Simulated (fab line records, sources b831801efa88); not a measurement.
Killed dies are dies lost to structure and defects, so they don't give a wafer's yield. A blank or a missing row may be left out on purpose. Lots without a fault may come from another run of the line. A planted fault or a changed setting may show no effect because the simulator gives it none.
Chamber matching | flow gf180mcu | GF_V1_CMP_26 on cmp-01: 4 sister chambers
The step polishes, stops on SiO2, t overpolish 15 s, target thk 0 nm. 18 wafers are shown with their chamber, then 9 later ones without.

WAFERS WITH THEIR CHAMBER
wafer  | chamber | motor_current_A (A) | overpolish_run_s (s) | time_to_endpoint_s (s)
L962.3 | 2       | 10.9                | 14.993               | 84.0
L962.4 | 1       | 10.8                | 14.985               | 80.8
L962.5 | 3       | 12.1                | 15.006               | 83.1
L963.1 | 2       | 11.4                | 14.992               | 82.3
L963.3 | 1       | 12.1                | 14.993               | 80.3
L963.5 | 0       | 10.1                | 15.002               | 80.8
L964.1 | 0       | 9.7                 | 15.006               | 83.2
L964.4 | 3       | 11.7                | 15.017               | 79.1
L964.5 | 3       | 11.8                | 15.004               | 79.4
L968.1 | 0       | 10.3                | 15.002               | 83.5
L968.2 | 2       | 12.0                | 14.984               | 83.5
L968.4 | 3       | 12.5                | 15.001               | 84.1
L969.3 | 3       | 11.9                | 14.982               | 84.0
L969.4 | 1       | 11.0                | 15.010               | 81.0
L969.6 | 3       | 12.7                | 14.997               | 83.8
L971.1 | 2       | 11.8                | 15.001               | 85.7
L971.3 | 0       | 10.2                | 15.009               | 85.1
L971.6 | 1       | 11.2                | 14.981               | 85.4

SIGNATURES (means of the wafers above)
reading            | chamber 0 | chamber 1 | chamber 2 | chamber 3 | scatter within a chamber
motor_current_A    | 10.075    | 11.275    | 11.525    | 12.117    | 0.44
overpolish_run_s   | 15.00475  | 14.99225  | 14.99250  | 15.00117  | 0.00979
time_to_endpoint_s | 83.150    | 81.875    | 83.875    | 82.250    | 2.07
Rule: a wafer's distance from a chamber is the root of the sum, over the readings, of the square of ((its reading less the chamber's mean) divided by the reading's scatter). The wafer belongs to the nearest chamber; if the next one is less than 2 further off, it can't be placed. The scatter: the root of (the sum of the squares of (reading less its chamber's mean) over the shown wafers, divided by (wafers less chambers)).

WAFERS WITHOUT THEIR CHAMBER
wafer  | motor_current_A (A) | overpolish_run_s (s) | time_to_endpoint_s (s)
L973.1 | 12.5                | 14.996               | 85.0
L973.3 | 10.2                | 15.012               | 87.3
L973.4 | 11.5                | 14.996               | 87.5
L974.1 | 11.2                | 14.998               | 83.2
L974.3 | 11.5                | 15.017               | 82.0
L974.4 | 10.6                | 15.020               | 81.5
L983.1 | 12.0                | 15.009               | 82.3
L983.3 | 10.9                | 14.994               | 79.4
L983.4 | 10.0                | 15.002               | 81.2

WHICH CHAMBER EACH WENT THROUGH
wafer  | from the rows above               | in truth
L973.1 | can't be placed: 3 or 2 or 1      | 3
L973.3 | can't be placed: 0 or 2 or 1      | 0
L973.4 | can't be placed: 2 or 1 or 3      | 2
L974.1 | can't be placed: 1 or 2 or 3 or 0 | 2
L974.3 | can't be placed: 3 or 1 or 2 or 0 | 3
L974.4 | can't be placed: 0 or 1 or 2 or 3 | 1
L983.1 | can't be placed: 3 or 2 or 1      | 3
L983.3 | can't be placed: 1 or 2 or 0 or 3 | 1
L983.4 | 0                                 | 0
Placed correctly: 1 of 9. Can't be placed from these rows: 8 (the true chamber is among the candidates in 8). Placed wrongly: 0.
